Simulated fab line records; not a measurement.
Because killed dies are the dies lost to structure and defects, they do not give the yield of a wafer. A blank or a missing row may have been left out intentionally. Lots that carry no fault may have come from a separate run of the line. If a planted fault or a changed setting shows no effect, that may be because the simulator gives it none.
fab line records | flow sfq-line
record lots=6 wafers=18 last-day=100
route steps=325 shown I2@117 M3@118
lots that met no fault: taken from a fault-free run of the same line
start-h: hours from the record's opening day to when the first of the lot's shown wafers began | wait-h: hours from the lot's prior step to this one | " identical to the entry in the row above | L1.1+2: a single row standing in for several wafers | - no value present, or no start provided | * or withheld: withheld | < > ~ a bound
route shown NAME@n: a module of which the file shows steps, and the number in the route of the first | usual: mean and standard deviation over wafers with no fault | same: alike in all rows | chamber/n: place in a boat | sites: the reading at each site | _std_site: standard deviation of those values | _edge_site: the outer-site mean with the inner-site mean subtracted | radius-mm: how far each site lies from the wafer's centre | mask NAME#n: copy n | behind: the last tool/chamber to shape the wafer | hold: why the lot went on hold/how many hours it stayed there/how the hold came to an end | device: the transistor (n, p or np) that didn't switch | end of line: tests run on the same wafers once the route is complete | a step without rows: its recipe alone | killed: at the first sort, the dies lost to defects and structure; wafer yield is something else | map: the dies of a wafer, with x for killed, . for not killed, _ for no die there
set.NAME: the setting that was run; set.NAME@STEP: the one run at that earlier step | model.NAME: the simulator's own value behind a step, which no gauge read
certain route steps with their lots: each step a table, each wafer a row
services: when a tool's chamber went out of use (start-h, in hours from the record's first day, below 0 if earlier), for how many hours, and the reason
## steps
# step SFQ_TRILAYER_I2_VIA_STRIP_SOLV_CLEAN_072
# recipe chemistry=NMP temp-c=70 time-s=600
# step SFQ_TRILAYER_M3_DEP_PRE_CLEAN_074
# recipe gas=Ar time-s=22.5 bias-v=250
# step SFQ_TRILAYER_M3_DEP_SPUTTER_073
# recipe material=Nb base-pressure-pa=1.33e-06 chamber-pressure-pa=0.1333 substrate-temp-c=20 resputter-cathode-voltage-v=400 target-thk-nm=200 power-w=2000 time-s=133.3
# usual throttle-valve-pct=30.0/1.2
# columns lot.wafer tool chamber start-h wait-h throttle-valve-pct
L629.2 pvd-sputter-06 - 1132.41 0.0 29.5
L629.3 " - " " 32.8
L629.6 " - " " 29.7
L631.3 pvd-sputter-04 - 1148.10 0.0 29.0
L631.5 " - " " 28.6
L631.6 " - " " 29.3
L633.2 pvd-sputter-05 - 1180.62 0.0 29.3
L633.4 " - " " 30.9
L633.6 " - " " 31.2
L634.1 pvd-sputter-04 - 1184.22 0.0 30.4
L634.3 " - " " 28.6
L634.5 " - " " 29.4
L641.1 pvd-sputter-05 - 1229.82 0.0 31.2
L641.2 " - " " 30.9
L641.4 " - " " 29.6
L643.1 pvd-sputter-06 - 1234.64 0.0 29.4
L643.2 " - " " 32.5
L643.5 " - " " 32.4
# step SFQ_M3_RS_MEAS_919
# recipe thk-meas-gauge=four-point-probe reads=Nb_of_TRILAYER_M3_DEP_SPUTTER_073
# usual M3_NB_RS=0.889/0.01
# columns lot.wafer tool chamber start-h wait-h M3_NB_RS[ohm/sq]
L629.2 film-metro-03 - 1132.52 0.1 0.890
L629.3 " - " " 0.910
L629.6 " - " " 0.899
L631.3 film-metro-03 - 1148.23 0.1 0.893
L631.5 " - " " 0.894
L631.6 " - " " 0.884
L633.2 film-metro-01 - 1180.73 0.1 0.901
L633.4 " - " " 0.905
L633.6 " - " " 0.894
L634.1 film-metro-01 - 1184.31 0.0 0.880
L634.3 " - " " 0.881
L634.5 " - " " 0.877
L641.1 film-metro-01 - 1229.91 0.0 0.891
L641.2 " - " " 0.899
L641.4 " - " " 0.902
L643.1 film-metro-03 - 1234.73 0.0 0.901
L643.2 " - " " 0.898
L643.5 " - " " 0.903
# step SFQ_TRILAYER_M3_LITHO_COAT_080
# recipe resist=BARC spin-rpm=3000 resist-thk-nm=62
# step SFQ_TRILAYER_M3_LITHO_COAT_075
# recipe resist=KrF spin-rpm=3000 resist-thk-nm=600
# step SFQ_TRILAYER_M3_LITHO_SOFTBAKE_079
# recipe temp-c=withheld time-s=withheld resist=KrF
# step SFQ_TRILAYER_M3_LITHO_EXPOSE_076
# recipe mask-id=M3 na=0.6 source-shape=conventional sigma-outer=0.65 target-cd-nm=500 dose-mj=14.4
# step SFQ_TRILAYER_M3_LITHO_PEB_078
# recipe peb-temp-c=115 peb-time-s=60 resist=KrF
# step SFQ_TRILAYER_M3_LITHO_DEVELOP_077
# recipe time-s=60 resist=KrF
# step SFQ_M3_OVL_MEAS_921
# usual M3_OVL=1/5.9
# columns lot.wafer tool chamber start-h wait-h M3_OVL[nm]
L629.2 overlay-01 - 1134.98 0.1 -4
L629.3 " - " " -2
L629.6 " - " " -8
L631.3 overlay-02 - 1150.82 0.1 -1
L631.5 " - " " 4
L631.6 " - " " 10
L633.2 overlay-01 - 1183.15 0.1 15
L633.4 " - " " 15
L633.6 " - " " 13
L634.1 overlay-01 - 1186.74 0.1 3
L634.3 " - " " 5
L634.5 " - " " 9
L641.1 overlay-02 - 1232.34 0.1 5
L641.2 " - " " 5
L641.4 " - " " 6
L643.1 overlay-02 - 1237.16 0.1 13
L643.2 " - " " 6
L643.5 " - " " 8
# step SFQ_TRILAYER_M3_BARC_OPEN_METAL_ETCH_100
# recipe mask-material=PR chemistry=O2 target-depth-nm=125 target=BARC icp-w=600 bias-w=80 pressure-mtorr=10 time-s=41.7
# usual drypump-motor-current-A=5.9/0.45 he-backside-leak-sccm=3.50/0.21 oes-product-au=0.685/0.0046 run-length-s=69.9/0.58
# columns lot.wafer tool chamber start-h wait-h drypump-motor-current-A he-backside-leak-sccm oes-product-au rf-hours-counter-h run-length-s
L629.2 rie-metal-03 1 1135.01 0.0 5.3 3.15 0.685 9 69.6
L629.3 " 0 " " 6.0 3.66 0.679 - 69.7
L629.6 " 0 " " 6.0 3.62 0.689 - 70.1
L631.3 rie-metal-02 1 1150.86 0.0 6.3 3.35 0.682 - 70.5
L631.5 " 0 " " 5.6 3.64 0.677 - 69.9
L631.6 " 1 " " 6.4 3.34 0.685 - 71.2
L633.2 rie-metal-03 1 1183.18 0.0 5.3 3.02 0.707 14 67.6
L633.4 " 0 " " 6.0 3.76 0.705 - 68.8
L633.6 " 0 " " 6.0 3.64 0.706 - 68.5
L634.1 rie-metal-03 1 1186.78 0.0 5.2 3.23 0.707 15 67.9
L634.3 " 0 " " 6.0 3.78 0.704 - 68.1
L634.5 " 1 " " 5.3 3.20 0.710 - 67.6
L641.1 rie-metal-04 1 1232.38 0.0 6.1 3.50 0.691 111 69.6
L641.2 " 0 " " 6.7 3.68 0.695 84 70.5
L641.4 " 0 " " 6.7 3.64 0.695 - 70.8
L643.1 rie-metal-02 0 1237.20 0.0 5.6 3.62 0.682 50 69.9
L643.2 " 1 " " 6.4 3.16 0.682 85 70.7
L643.5 " 1 " " 6.4 3.38 0.681 - 70.5
# step SFQ_TRILAYER_M3_ETCH_METAL_ETCH_078
# recipe target=Nb stop-on=SiO2 mask-material=PR chemistry=Cl2/Ar target-depth-nm=240 icp-w=600 bias-w=80 pressure-mtorr=10 time-s=120
# usual drypump-motor-current-A=5.9/0.45 he-backside-leak-sccm=3.51/0.22 oes-product-au=0.895/0.007 run-length-s=148.2/0.58
# columns lot.wafer tool chamber start-h wait-h drypump-motor-current-A he-backside-leak-sccm oes-product-au rf-hours-counter-h run-length-s
L629.2 rie-metal-03 1 1135.07 0.0 5.3 3.06 0.889 9 147.8
L629.3 " 0 " " 6.0 3.83 0.882 - 148.0
L629.6 " 0 " " 6.0 3.75 0.891 - 147.9
L631.3 rie-metal-02 1 1150.94 0.1 6.3 3.31 0.885 - 148.8
L631.5 " 0 " " 5.6 3.54 0.893 - 147.7
L631.6 " 1 " " 6.4 3.19 0.903 - 149.1
L633.2 rie-metal-03 1 1183.24 0.0 5.3 3.20 0.887 14 147.9
L633.4 " 0 " " 6.1 3.78 0.884 - 148.0
L633.6 " 0 " " 6.0 3.89 0.888 - 147.9
L634.1 rie-metal-03 1 1186.84 0.0 5.3 3.14 0.904 15 148.0
L634.3 " 0 " " 6.0 3.64 0.894 - 148.0
L634.5 " 1 " " 5.3 3.17 0.900 - 147.4
L641.1 rie-metal-04 1 1232.44 0.0 6.1 3.67 0.896 111 147.9
L641.2 " 0 " " 6.7 3.54 0.888 84 149.3
L641.4 " 0 " " 6.7 3.85 0.885 - 148.9
L643.1 rie-metal-02 0 1237.26 0.0 5.6 3.70 0.891 50 147.7
L643.2 " 1 " " 6.3 3.34 0.889 85 149.0
L643.5 " 1 " " 6.3 3.55 0.888 - 148.8
## services
# columns tool chamber start-h hours kind
pvd-sputter-05 - 1131.48 11.2 repair
rie-metal-02 - 1136.61 0.9 repair
rie-metal-03 0 1210.48 - clean
rie-metal-03 0 1210.48 - consumable-replace:focus-ring
rie-metal-03 0 1210.48 12.9 scheduled-down
rie-metal-03 0 1210.48 12.9 vent-cycle
pvd-sputter-04 - 1216.07 9.5 repair
## key
first-sign step=SFQ_TRILAYER_M3_BARC_OPEN_METAL_ETCH_100 reading=oes-product-au direction=up sigmas=4.6 usual=0.685 struck=0.706
effect step=SFQ_TRILAYER_M3_BARC_OPEN_METAL_ETCH_100 reading=run-length-s direction=down sigmas=3.1 usual=* struck=*
met-at SFQ_TRILAYER_M3_BARC_OPEN_METAL_ETCH_100
struck-wafers L633.2,L633.4,L633.6,L634.1,L634.3,L634.5
onset-between 1135.01 1183.18
fault kind=process-parameter-drift tool=rie-metal-03 chamber=- onset-h=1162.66 steps=SFQ_TRILAYER_M3_BARC_OPEN_METAL_ETCH_100 channel=time-s offset=* shape=step end-h=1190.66 acts-in=* stated=*
